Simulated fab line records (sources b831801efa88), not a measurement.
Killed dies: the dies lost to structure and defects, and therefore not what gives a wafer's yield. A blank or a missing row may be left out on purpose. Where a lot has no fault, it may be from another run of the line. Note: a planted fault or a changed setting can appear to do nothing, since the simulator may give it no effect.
fab line records -- flow sfq-line
record lots=14, wafers=42, last-day=83
route steps=325 shown INCOMING@1 I0@43 C5@249 I7@301
lots untouched by any fault: they come from a run of this same line in which no faults occurred
start-h: the number of hours between the record's first day and the start of the first shown wafer of the lot -- wait-h: time in hours since the lot's previous step -- " unchanged from the row above -- L1.1+2: a row that stands for several wafers -- - value missing, or start not given -- * or withheld: withheld -- < > ~ a bound
route shown NAME@n: a module of which the file shows steps, and the number in the route of the first -- usual: mean/standard deviation of fault-free wafers -- same: alike in all rows -- chamber/n: place in a boat -- sites: the reading at each site -- _std_site: the standard deviation of these -- _edge_site: inner sites' mean taken away from outer sites' mean -- radius-mm: how far each site lies from the wafer's centre -- mask NAME#n: copy n -- behind: the last tool/chamber to shape the wafer -- hold: cause of the lot's hold/its duration in hours/its outcome -- device: names the non-switching transistor (n, p or np) -- end of line: tests of these same wafers at the route's end -- a step given without rows: its recipe and nothing more -- killed: dies lost to structure and defects at the first sort, not the wafer's yield -- map: dies across one wafer; x = killed, . = not, _ = none there
set.NAME: the run value of the setting; set.NAME@STEP: its run value at that earlier step -- model.NAME: the simulator's own value behind a step, which no gauge read
route steps across a sampled set of lots; one table per step, one row per wafer
services: a tool's chamber out of use, with start hour (start-h, from the record's first day; less than 0 if before it), hours out, and reason
## steps
# step SFQ_INCOMING_BOW_MEAS_900
# recipe mode=bow
# usual INCOMING_BOW=0/6.2
lot.wafer,tool,chamber,start-h,wait-h,INCOMING_BOW[um]
L960.1,film-metro-04,-,15.00,-,8
L960.5,film-metro-04,-,15.00,-,11
L960.6,film-metro-04,-,15.00,-,1
L961.2,film-metro-04,-,20.02,-,-3
L961.3,film-metro-04,-,20.02,-,-1
L961.6,film-metro-04,-,20.02,-,-16
L962.3,film-metro-04,-,25.04,-,-2
L962.5,film-metro-04,-,25.04,-,-3
L962.6,film-metro-04,-,25.04,-,-5
L963.1,film-metro-03,-,30.00,-,12
L963.2,film-metro-03,-,30.00,-,-10
L963.5,film-metro-03,-,30.00,-,4
L964.1,film-metro-02,-,35.00,-,4
L964.2,film-metro-02,-,35.00,-,1
L964.6,film-metro-02,-,35.00,-,4
L972.1,film-metro-02,-,75.00,-,15
L972.2,film-metro-02,-,75.00,-,0
L972.5,film-metro-02,-,75.00,-,-3
L973.3,film-metro-02,-,80.04,-,13
L973.4,film-metro-02,-,80.04,-,9
L973.6,film-metro-02,-,80.04,-,-5
L974.1,film-metro-02,-,85.00,-,-2
L974.2,film-metro-02,-,85.00,-,6
L974.3,film-metro-02,-,85.00,-,3
L975.1,film-metro-02,-,90.00,-,6
L975.2,film-metro-02,-,90.00,-,3
L975.5,film-metro-02,-,90.00,-,-4
L977.1,film-metro-02,-,100.00,-,7
L977.5,film-metro-02,-,100.00,-,-4
L977.6,film-metro-02,-,100.00,-,6
L979.1,film-metro-02,-,110.00,-,-3
L979.3,film-metro-02,-,110.00,-,3
L979.5,film-metro-02,-,110.00,-,2
L980.3,film-metro-04,-,115.04,-,-16
L980.4,film-metro-04,-,115.04,-,-1
L980.5,film-metro-04,-,115.04,-,1
L981.2,film-metro-04,-,120.02,-,9
L981.4,film-metro-04,-,120.02,-,-2
L981.6,film-metro-04,-,120.02,-,-5
L982.1,film-metro-03,-,125.00,-,4
L982.3,film-metro-03,-,125.00,-,5
L982.5,film-metro-03,-,125.00,-,1
# step SFQ_TRILAYER_I0_DEP_PECVD_027
# recipe material=SiO2, temp-c=150, time-s=111.11, pressure-torr=2.4, rf-w=183.3, precursor=SiH4/N2O, target-thk-nm=500
# usual heater-power-w=85/16, rf-fwd-power-W=182.3/0.65, showerhead-vpp-V=843/30, throttle-valve-pct=24.2/1.3
# same time-s=111.11
lot.wafer,tool,chamber,start-h,wait-h,heater-power-w,rf-fwd-power-W,showerhead-vpp-V,since-wet-clean-h,throttle-valve-pct
L960.1,pecvd-03,1,267.34,0.0,68,182.5,862,59,24.3
L960.5,pecvd-03,2,267.34,0.0,74,181.6,836,-,22.3
L960.6,pecvd-03,0,267.34,0.0,107,182.9,827,-,23.1
L961.2,pecvd-02,2,272.14,0.0,73,182.3,803,817,25.1
L961.3,pecvd-02,0,272.14,0.0,79,181.7,873,817,24.9
L961.6,pecvd-02,0,272.14,0.0,83,182.0,866,-,25.0
L962.3,pecvd-01,0,281.86,0.0,72,183.1,798,1196,25.1
L962.5,pecvd-01,2,281.86,0.0,81,183.3,832,-,25.5
L962.6,pecvd-01,0,281.86,0.0,78,181.7,799,-,24.8
L963.1,pecvd-03,0,289.61,0.0,107,182.9,831,81,23.3
L963.2,pecvd-03,1,289.61,0.0,73,181.7,874,81,24.3
L963.5,pecvd-03,2,289.61,0.0,80,182.9,811,-,22.2
L964.1,pecvd-02,0,293.68,0.0,81,180.3,881,838,25.0
L964.2,pecvd-02,1,293.68,0.0,89,182.5,877,838,22.4
L964.6,pecvd-02,1,293.68,0.0,74,182.3,890,-,22.4
L972.1,pecvd-03,2,367.43,0.0,81,182.7,818,159,22.1
L972.2,pecvd-03,1,367.43,0.0,74,181.9,869,159,24.8
L972.5,pecvd-03,0,367.43,0.0,112,181.8,846,-,23.1
L973.3,pecvd-01,1,382.37,0.0,122,182.2,844,1297,25.6
L973.4,pecvd-01,2,382.37,0.0,70,181.6,843,-,25.0
L973.6,pecvd-01,0,382.37,0.0,78,182.3,790,-,25.0
L974.1,pecvd-01,0,388.37,0.0,76,182.4,803,1303,25.1
L974.2,pecvd-01,1,388.37,0.0,114,183.3,838,1303,25.8
L974.3,pecvd-01,2,388.37,0.0,74,181.3,835,1303,25.2
L975.1,pecvd-02,0,397.98,0.0,72,181.4,880,943,25.3
L975.2,pecvd-02,1,397.98,0.0,86,182.6,880,943,22.7
L975.5,pecvd-02,0,397.98,0.0,74,181.5,886,-,25.8
L977.1,pecvd-03,0,421.00,0.0,106,181.8,847,213,23.5
L977.5,pecvd-03,2,421.00,0.0,77,182.4,831,-,22.4
L977.6,pecvd-03,1,421.00,0.0,77,182.3,872,-,24.6
L979.1,pecvd-03,2,440.20,0.0,78,182.3,828,232,22.5
L979.3,pecvd-03,1,440.20,0.0,72,183.4,889,232,24.8
L979.5,pecvd-03,1,440.20,0.0,73,183.4,876,-,25.0
L980.3,pecvd-01,2,451.00,0.0,83,182.8,832,1365,25.2
L980.4,pecvd-01,2,451.00,0.0,84,183.7,835,-,25.2
L980.5,pecvd-01,1,451.00,0.0,106,182.5,827,-,25.9
L981.2,pecvd-02,2,459.53,0.0,79,182.2,813,1004,25.5
L981.4,pecvd-02,1,459.53,0.0,73,181.9,868,-,22.5
L981.6,pecvd-02,2,459.53,0.0,82,182.7,801,-,25.5
L982.1,pecvd-03,0,469.13,0.0,106,182.3,842,261,23.4
L982.3,pecvd-03,1,469.13,0.0,73,181.5,870,261,24.7
L982.5,pecvd-03,0,469.13,0.0,106,181.9,837,-,23.5
# step SFQ_TRILAYER_C5_STRIP_STRIP_155
# recipe gas=O2, power-w=200, platen-temp-c=40, overash-fraction=0.65, chemistry=O2, pressure-mtorr=50
# usual chamber-pressure-mTorr=50.00/0.043, drypump-motor-current-A=5.53/0.27, oes-product-au=0.999/0.013
lot.wafer,tool,chamber,start-h,wait-h,chamber-pressure-mTorr,drypump-motor-current-A,oes-product-au,rf-hours-counter-h
L960.1,rie-metal-02,1,1529.09,-,50.01,5.87,0.994,80
L960.5,rie-metal-02,0,1529.09,-,49.92,5.65,1.002,-
L960.6,rie-metal-02,1,1529.09,-,49.97,5.89,0.997,-
L961.2,rie-metal-03,0,1536.29,-,50.01,5.00,1.024,59
L961.3,rie-metal-03,1,1536.29,-,49.99,5.66,0.973,-
L961.6,rie-metal-03,1,1536.29,-,49.99,5.66,0.987,-
L962.3,rie-metal-02,1,1541.29,-,50.04,5.89,0.988,-
L962.5,rie-metal-02,0,1541.29,-,50.04,5.64,1.006,-
L962.6,rie-metal-02,1,1541.29,-,49.97,5.87,0.979,-
L963.1,rie-metal-04,1,1542.29,-,49.97,5.20,1.011,71
L963.2,rie-metal-04,0,1542.29,-,50.01,5.50,0.983,61
L963.5,rie-metal-04,0,1542.29,-,50.01,5.49,0.997,-
L964.1,rie-metal-02,1,1544.69,-,50.01,5.89,0.987,82
L964.2,rie-metal-02,0,1544.69,-,50.01,5.66,0.994,66
L964.6,rie-metal-02,0,1544.69,-,49.93,5.65,1.001,-
L972.1,rie-metal-04,0,1617.47,-,49.99,5.50,0.989,72
L972.2,rie-metal-04,1,1617.47,-,50.02,5.17,1.010,85
L972.5,rie-metal-04,1,1617.47,-,49.95,5.16,1.017,-
L973.3,rie-metal-02,0,1621.27,-,50.02,5.66,1.002,-
L973.4,rie-metal-02,1,1621.27,-,50.01,5.88,1.008,-
L973.6,rie-metal-02,1,1621.27,-,49.99,5.87,0.996,-
L974.1,rie-metal-02,0,1633.07,-,50.00,5.63,0.993,81
L974.2,rie-metal-02,1,1633.07,-,49.96,5.90,0.986,96
L974.3,rie-metal-02,1,1633.07,-,50.02,5.91,0.990,-
L975.1,rie-metal-04,0,1660.15,-,50.00,5.49,0.984,78
L975.2,rie-metal-04,1,1660.15,-,50.06,5.19,1.017,90
L975.5,rie-metal-04,1,1660.15,-,50.00,5.20,1.002,-
L977.1,rie-metal-02,1,1710.74,-,49.99,5.89,1.002,106
L977.5,rie-metal-02,0,1710.74,-,50.02,5.65,1.012,-
L977.6,rie-metal-02,1,1710.74,-,49.97,5.88,1.002,-
L979.1,rie-metal-04,0,1761.30,-,49.95,5.52,1.004,88
L979.3,rie-metal-04,0,1761.30,-,50.05,5.52,1.002,-
L979.5,rie-metal-04,0,1761.30,-,50.06,5.51,1.005,-
L980.3,rie-metal-02,0,1776.11,-,49.99,5.64,0.996,-
L980.4,rie-metal-02,1,1776.11,-,50.02,5.91,0.991,-
L980.5,rie-metal-02,1,1776.11,-,49.89,5.90,0.991,-
L981.2,rie-metal-04,1,1784.31,-,49.98,5.19,1.010,106
L981.4,rie-metal-04,1,1784.31,-,50.05,5.19,1.006,-
L981.6,rie-metal-04,0,1784.31,-,49.99,5.51,0.996,-
L982.1,rie-metal-03,1,1810.71,-,49.96,5.69,0.978,84
L982.3,rie-metal-03,1,1810.71,-,50.00,5.69,0.979,-
L982.5,rie-metal-03,1,1810.71,-,50.03,5.67,0.985,-
# step SFQ_TRILAYER_I7_VIA_LITHO_COAT_187
# recipe resist=KrF, spin-rpm=3000, resist-thk-nm=650
# usual spin-speed-rpm=2999.8/1.9
lot.wafer,tool,chamber,start-h,wait-h,spin-speed-rpm
L960.1,litho-track-01,0,1626.19,0.2,2999.9
L960.5,litho-track-01,0,1626.19,0.2,3000.4
L960.6,litho-track-01,0,1626.19,0.2,3002.2
L961.2,litho-track-01,0,1656.62,0.2,2998.3
L961.3,litho-track-01,0,1656.62,0.2,2997.5
L961.6,litho-track-01,0,1656.62,0.2,2999.1
L962.3,litho-track-01,0,1735.17,0.2,3113.7
L962.5,litho-track-01,0,1735.17,0.2,3111.8
L962.6,litho-track-01,0,1735.17,0.2,3113.5
L963.1,litho-track-01,0,1737.51,0.2,3114.2
L963.2,litho-track-01,0,1737.51,0.2,3116.2
L963.5,litho-track-01,0,1737.51,0.2,3115.0
L964.1,litho-track-03,0,1738.07,0.2,2999.2
L964.2,litho-track-03,0,1738.07,0.2,3003.0
L964.6,litho-track-03,0,1738.07,0.2,3000.4
L972.1,litho-track-01,0,1812.59,0.2,2997.9
L972.2,litho-track-01,0,1812.59,0.2,2997.3
L972.5,litho-track-01,0,1812.59,0.2,2999.5
L973.3,litho-track-01,0,1818.73,0.2,3000.1
L973.4,litho-track-01,0,1818.73,0.2,2998.6
L973.6,litho-track-01,0,1818.73,0.2,3001.5
L974.1,litho-track-01,0,1827.68,0.2,3000.7
L974.2,litho-track-01,0,1827.68,0.2,2998.2
L974.3,litho-track-01,0,1827.68,0.2,2997.7
L975.1,litho-track-02,0,1832.15,0.2,2999.5
L975.2,litho-track-02,0,1832.15,0.2,3005.3
L975.5,litho-track-02,0,1832.15,0.2,3001.0
L977.1,litho-track-03,0,1838.15,0.2,3000.0
L977.5,litho-track-03,0,1838.15,0.2,2999.3
L977.6,litho-track-03,0,1838.15,0.2,2997.4
L979.1,litho-track-03,0,1876.22,0.2,2999.3
L979.3,litho-track-03,0,1876.22,0.2,2999.1
L979.5,litho-track-03,0,1876.22,0.2,2998.1
L980.3,litho-track-01,0,1891.43,0.2,2999.7
L980.4,litho-track-01,0,1891.43,0.2,2998.2
L980.5,litho-track-01,0,1891.43,0.2,2999.1
L981.2,litho-track-01,0,1894.38,0.2,2999.1
L981.4,litho-track-01,0,1894.38,0.2,3000.7
L981.6,litho-track-01,0,1894.38,0.2,2999.8
L982.1,litho-track-02,0,1894.48,0.2,3003.2
L982.3,litho-track-02,0,1894.48,0.2,3002.0
L982.5,litho-track-02,0,1894.48,0.2,3001.4
## services
tool,chamber,start-h,hours,kind
pecvd-03,-,275.99,1.3,repair
pecvd-03,-,319.36,1.4,repair
rie-metal-02,-,367.07,14.6,pm
pecvd-03,1,370.43,9.8,repair
pecvd-03,-,399.55,0.9,repair
pecvd-03,-,411.67,5.5,pm
rie-metal-02,-,526.85,2.8,pm
rie-metal-02,-,578.29,0.3,repair
pecvd-03,-,628.18,3.8,repair
pecvd-03,1,678.53,22.7,repair
pecvd-03,-,696.82,14.6,pm
pecvd-03,-,732.68,0.7,repair
pecvd-03,-,821.14,0.5,repair
pecvd-03,-,909.45,1.0,repair
rie-metal-02,0,928.80,2.4,repair
pecvd-03,-,948.08,1.7,repair
pecvd-03,-,991.37,2.0,repair
rie-metal-02,1,1166.96,2.4,repair
rie-metal-02,0,1245.67,2.5,repair
rie-metal-02,-,1324.52,1.4,pm
rie-metal-02,0,1361.30,8.1,repair
rie-metal-02,1,1487.13,19.3,repair
rie-metal-02,-,1626.85,2.8,pm
rie-metal-02,-,1851.74,2.5,repair
## key
first-sign step=SFQ_TRILAYER_I7_VIA_LITHO_COAT_187, reading=spin-speed-rpm, direction=up, sigmas=60, usual=2999.8, struck=3114.1
effect none on later readings
met-at SFQ_TRILAYER_I7_VIA_LITHO_COAT_187
struck-lots L962,L963
not-acting-at SFQ_INCOMING_BOW_MEAS_900,SFQ_TRILAYER_I0_DEP_PECVD_027,SFQ_TRILAYER_C5_STRIP_STRIP_155
onset-between 1656.62 1735.17
fault kind=process-parameter-drift, tool=litho-track-01, chamber=-, onset-h=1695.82, steps=SFQ_TRILAYER_I7_VIA_LITHO_COAT_187, channel=spin-rpm, offset=114.07, shape=step, end-h=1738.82, acts-in=these-recipes-only, stated=3000
